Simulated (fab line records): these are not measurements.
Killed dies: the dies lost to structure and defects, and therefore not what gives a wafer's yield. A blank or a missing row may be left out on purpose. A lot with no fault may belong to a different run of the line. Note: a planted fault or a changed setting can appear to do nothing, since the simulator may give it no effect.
Which tool did it?	flow gf180mcu	39 wafers sampled from 13 lots at 1 step of a route of 602

WHAT THE GAUGES READ, wafer by wafer
GF_V4_THK_MEAS_03.
lot	measured	on	V4_CVD_02_THK (nm)
L364	day 23 10:14	film_metro-04	832 852 844
L365	day 24 11:58	film_metro-04	836 852 856
L366	day 24 15:04	film_metro-04	831 844 838
L367	day 24 19:16	film_metro-03	845 830 851
L373	day 26 09:59	film_metro-01	837 837 856
L378	day 28 00:12	film_metro-04	836 831 836
L379	day 28 06:46	film_metro-04	841 843 846
L380	day 28 14:21	film_metro-03	826 835 834
L381	day 28 22:25	film_metro-01	844 832 846
L384	day 29 20:27	film_metro-01	826 852 840
L385	day 30 06:49	film_metro-01	853 874 854
L386	day 30 07:12	film_metro-03	832 824 848
L387	day 30 12:49	film_metro-01	828 852 848

EACH LOT AND THE TOOL THAT RAN IT (in order: tool; ch and the chambers of the sampled wafers; start)
No process step before these readings appears in the record.

WHAT THE TOOLS THEMSELVES READ (means of the sampled wafers that have a number; where no wafer has one, the mark that the record gives instead)
The record holds no such reading with a usual standard deviation.

THE ANSWER, worked out from the rows above alone
Rule: the usual values come from the lots themselves. Put in order of their means at a reading, lots are off if they are a third of the lots or fewer, leave a main group of 4 or more, and stand apart from it by a gap of 3 or more times the standard deviation of the main group's means; of several such gaps the widest counts. If all means in a main group match to the digits the tables above print for the reading, that group is not used. Also off: a lot with no number at a reading for which 4 or more lots have one. Where the step has rows for the other lots, those lots are counted as sound. After the gauges, taken in route order, come the tools' own readings; for these a lot's mean is taken, as printed above. The first step at which some lot is off is used, and at that step the reading that is off furthest; a lot without a number counts as furthest.
Nothing can be told from this: no lot is off at any reading shown.

WHAT THE SIMULATOR HAD INSERTED
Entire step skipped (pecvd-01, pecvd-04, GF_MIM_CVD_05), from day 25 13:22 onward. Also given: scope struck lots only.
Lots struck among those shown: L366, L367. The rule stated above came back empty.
